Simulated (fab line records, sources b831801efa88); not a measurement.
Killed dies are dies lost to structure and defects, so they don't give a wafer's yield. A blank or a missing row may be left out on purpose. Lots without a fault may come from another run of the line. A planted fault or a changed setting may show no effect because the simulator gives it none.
A struck lot beside a sound one | flow sky130 | 17 steps out of a route of 708
Sound: wafers L771.1, L771.3, L771.6. Struck: wafers L785.1, L785.2, L785.5. The cause comes at the end.
At each step with rows: each side's tool, then ch and its chambers, then its first start. Under that, the readings that differ: sound wafers | struck wafers | difference of the means | sigmas: that difference in standard deviations of wafers without a fault.
alike: readings whose means differ by less than 2 such deviations, and words and numbers that are the same on both sides. not compared: withheld readings, readings that some wafer has no value for, bounds like >300 that may hide the same value, and numbers for which the record gives no deviation and whose values overlap.
The two part at a step that has a row with sigmas, a row that says differs or no value, or rows on one side only. Numbers that don't overlap but have no deviation are shown without sigmas and don't part them. A reading that every wafer of one side lacks parts them only if that side has two wafers or more.

SKY_LDD_P_OVL_MEAS_08:
  sound on overlay-01, day 20 06:07; struck on overlay-01, day 24 23:59
  alike: LDD_P_OVL
then, 1 step without rows for these wafers: SKY_LDD_P_IMPLANT_09.
SKY_LDD_P_STRIP_10: strips in O2/N2.
  sound on plasma_asher-01 ch 0,1, day 20 06:19; struck on plasma_asher-01 ch 0,1, day 25 00:10
  alike: drypump_motor_current_A, oes_product_au, strip_time_to_endpoint_s
  not compared: rf_hours_counter_h
SKY_LDD_P_TW_MEAS_11:
  sound on film_metro-01, day 20 06:25; struck on film_metro-03, day 25 00:16
  alike: LDD_P_TW
then, 7 steps without rows for these wafers: SKY_LDD_HVN_DEHYDRATE_00 (time 60 s); SKY_LDD_HVN_HMDS_01 (prime time 60 s); SKY_LDD_HVN_COAT_02 (resist thk 300 nm); SKY_LDD_HVN_SOFTBAKE_03 (time 60 s); SKY_LDD_HVN_EXPOSE_04 (exposes mask HVNTM, target cd 700 nm); SKY_LDD_HVN_PEB_05; SKY_LDD_HVN_DEVELOP_06 (develop time 60 s).
SKY_LDD_HVN_OVL_MEAS_07:
  sound on overlay-01, day 21 12:25; struck on overlay-02, day 26 05:09
  alike: LDD_HVN_OVL
SKY_LDD_HVN_IMPLANT_08:
  sound on implanter-01 ch 0, day 21 12:27; struck on implanter-04 ch 0, day 26 05:11
  reading                          | sound                         | struck                           | difference  | sigmas
  beam_on_s (s)                    | 9.70 9.66 10.16               | 12.64 12.52 13.03                | +2.89       | +14
  dose_ions_cm2                    | 2.996e+13 3.003e+13 3.004e+13 | 3.0844e+14 3.0844e+14 3.0843e+14 | +2.7843e+14 | +99 or more
  end_station_pressure_torr (Torr) | 4.95e-06 5.65e-06 4.68e-06    | 5.55e-06 5.88e-06 6.06e-06       | +7.37e-07   | +3
  faraday_current_uA               | 174 175 166                   | 1373 1390 1331                   | +1193       | +99 or more
SKY_LDD_HVN_STRIP_09: strips in O2/N2.
  sound on plasma_asher-02 ch 0,1, day 21 12:36; struck on plasma_asher-03 ch 0,1, day 26 05:20
  alike: drypump_motor_current_A, oes_product_au, strip_time_to_endpoint_s
  not compared: rf_hours_counter_h
SKY_LDD_HVN_TW_MEAS_10:
  sound on film_metro-03, day 21 12:42; struck on film_metro-01, day 26 05:26
  reading    | sound          | struck         | difference | sigmas
  LDD_HVN_TW | 1439 1447 1441 | 2935 2931 2924 | +1488      | +99 or more
then, 1 step without rows for these wafers: SKY_LDD_HVP_DEHYDRATE_00 (time 60 s).
-- the record jumps here: 24 days lie between the struck wafers' starts before and after (it left off in module LDD_HVP and takes up again in module PAD_OPEN, whose first step shown is number 708 of the route) --
SKY_PAD_OPEN_PROBE_99:
  sound on prober-01, day 46 17:04; struck on prober-02, day 49 20:07
  reading                                | sound             | struck            | difference | sigmas
  model.etest.tip_n_5v.rs_ohm_sq         | 1387 1378 1382    | 233.1 232.8 234.1 | -1149.0    |
  model.etest.nfet_g5v0d10v5.r_on_ohm_um | 1918 1878 1896    | 1488 1474 1480    | -417       |
  model.etest.nfet_g5v0d10v5.drive_ua_um | 593.6 606.7 601.6 | 678.6 689.1 680.5 | +82.1      |
  model.etest.nfet_05v0_nvt.drive_ua_um  | 562.3 579.1 570.9 | 601.3 605.3 604.1 | +32.8      |
  model.etest.tip_n_5v.rs_ohm_sq_range   | 20.67 27.08 45.51 | 7.509 4.928 6.983 | -24.613    |
  model.etest.res_ndiff_hv.rs_ohm_sq     | 114.2 113.5 114   | 97.3 97.83 97.86  | -16.2      |
  model.etest.ring_5v.delay_ps           | 44.61 44.16 44.52 | 42.74 42.1 42.21  | -2.08      |
  alike: killed_at_M0_to_M3, killed_at_M4_up, killed_at_contacts, killed_at_front_end, killed_at_other, killed_dies, killed_open, killed_short
  not compared: model.etest.nfet_16v.drive_ua_um

WHERE THEY PART
First at SKY_LDD_HVN_IMPLANT_08; last, within this record, at SKY_LDD_HVN_TW_MEAS_10. Later steps at which nothing parts them and some readings are alike: SKY_PAD_OPEN_PROBE_99.

WHY: what the simulator had put in
Process parameter drift: implanter-04, from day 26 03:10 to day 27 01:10, at SKY_LDD_HVN_IMPLANT_08. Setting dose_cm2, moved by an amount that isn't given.
